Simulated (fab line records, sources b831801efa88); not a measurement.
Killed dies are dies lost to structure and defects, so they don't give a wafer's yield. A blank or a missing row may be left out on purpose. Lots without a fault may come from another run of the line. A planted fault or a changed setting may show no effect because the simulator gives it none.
A struck lot beside a sound one | flow sky130 | 15 steps out of a route of 708
Sound: wafers L815.1, L815.4, L815.6. Struck: wafers L825.1, L825.2, L825.3. The cause comes at the end.
At each step with rows: each side's tool, then ch and its chambers, then its first start. Under that, the readings that differ: sound wafers | struck wafers | difference of the means | sigmas: that difference in standard deviations of wafers without a fault.
alike: readings whose means differ by less than 2 such deviations, and words and numbers that are the same on both sides. not compared: withheld readings, readings that some wafer has no value for, bounds like >300 that may hide the same value, and numbers for which the record gives no deviation and whose values overlap.
The two part at a step that has a row with sigmas, a row that says differs or no value, or rows on one side only. Numbers that don't overlap but have no deviation are shown without sigmas and don't part them. A reading that every wafer of one side lacks parts them only if that side has two wafers or more.

first, 6 steps without rows for these wafers: SKY_VIA4_HMDS_05 (prime time 60 s); SKY_VIA4_COAT_06 (resist thk 1140 nm); SKY_VIA4_SOFTBAKE_07 (time 60 s); SKY_VIA4_EXPOSE_08 (exposes mask VIM4, target cd 800 nm); SKY_VIA4_PEB_09; SKY_VIA4_DEVELOP_10 (develop time 60 s).
SKY_VIA4_OVL_MEAS_11:
  sound on overlay-02, day 44 21:11; struck on overlay-01, day 47 04:06
  alike: VIA4_OVL
SKY_VIA4_ETCH_12: etches SiO2 in C4F8/O2/Ar, stops on TiN, target depth 580 nm.
  sound on rie_diel-03 ch 0,1,2, day 44 21:14; struck on rie_diel-04 ch 0,1,2, day 47 04:08
  alike: oes_product_au
SKY_VIA4_STRIP_13: strips in O2/N2.
  sound on plasma_asher-03 ch 0,1, day 44 21:18; struck on plasma_asher-04 ch 0,1, day 47 04:13
  alike: drypump_motor_current_A, oes_product_au, strip_time_to_endpoint_s
  not compared: rf_hours_counter_h
then, 3 steps without rows for these wafers: SKY_VIA4_STRIP_14 (strips in post etch residue remover, time 1200 s); SKY_VIA4_CLEAN_15 (cleans in IPA, time 180 s); SKY_VIA4_CLEAN_16 (cleans in O3/DIW).
SKY_VIA4_SPUTTER_17: material TiN, target thk 20 nm, time 80 s.
  sound on pvd_sputter-01, day 44 21:54; struck on pvd_sputter-02, day 47 05:08
  no value came back on the struck wafers for cathode_dc_power_W (W), chamber_pressure_pa (Pa), throttle_valve_pct (%); on the sound wafers cathode_dc_power_W (W) reads 3999.7 3999.1 3999.8
SKY_VIA4_CVD_18: deposits W, target thk 505 nm, time 152.14 s.
  sound on cvd_w-01 ch 0,1, day 44 21:58; struck on cvd_w-01 ch 0,1, day 47 05:12
  alike: heater_power_w
-- the record jumps here: 2 days lie between the struck wafers' starts before and after (it left off in module VIA4 and takes up again in module PAD_OPEN, whose first step shown is number 708 of the route) --
SKY_PAD_OPEN_PROBE_99:
  sound on prober-02, day 47 14:04; struck on prober-01, day 49 17:11
  reading                  | sound          | struck         | difference | sigmas
  defect_limited_yield (%) | 83.7 82.9 84.1 | 0 0 0          | -84        | -44
  killed_at_M4_up          | 3 2 5          | 409 425 404    | +409       | +99 or more
  killed_dies              | 80 84 78       | 492 492 492    | +411       | +44
  killed_on_rim            | 15 17 20       | 96 96 96       | +79        | +20
  sort_bin_5_function (%)  | 10.2 10.0 10.0 | 92.5 94.1 94.3 | +83.6      | +56
  sort_n_pass              | 412 408 414    | 0 0 0          | -411       | -44
  sort_yield_pct (%)       | 83.7 82.9 84.1 | 0 0 0          | -84        | -44
  alike: killed_at_M0_to_M3, killed_at_contacts, killed_at_front_end, killed_at_other, killed_open, killed_short, sort_bin_3_pad_short, sort_bin_6_memory

WHERE THEY PART
First at SKY_VIA4_SPUTTER_17; last, within this record, at SKY_PAD_OPEN_PROBE_99.

WHY: what the simulator had put in
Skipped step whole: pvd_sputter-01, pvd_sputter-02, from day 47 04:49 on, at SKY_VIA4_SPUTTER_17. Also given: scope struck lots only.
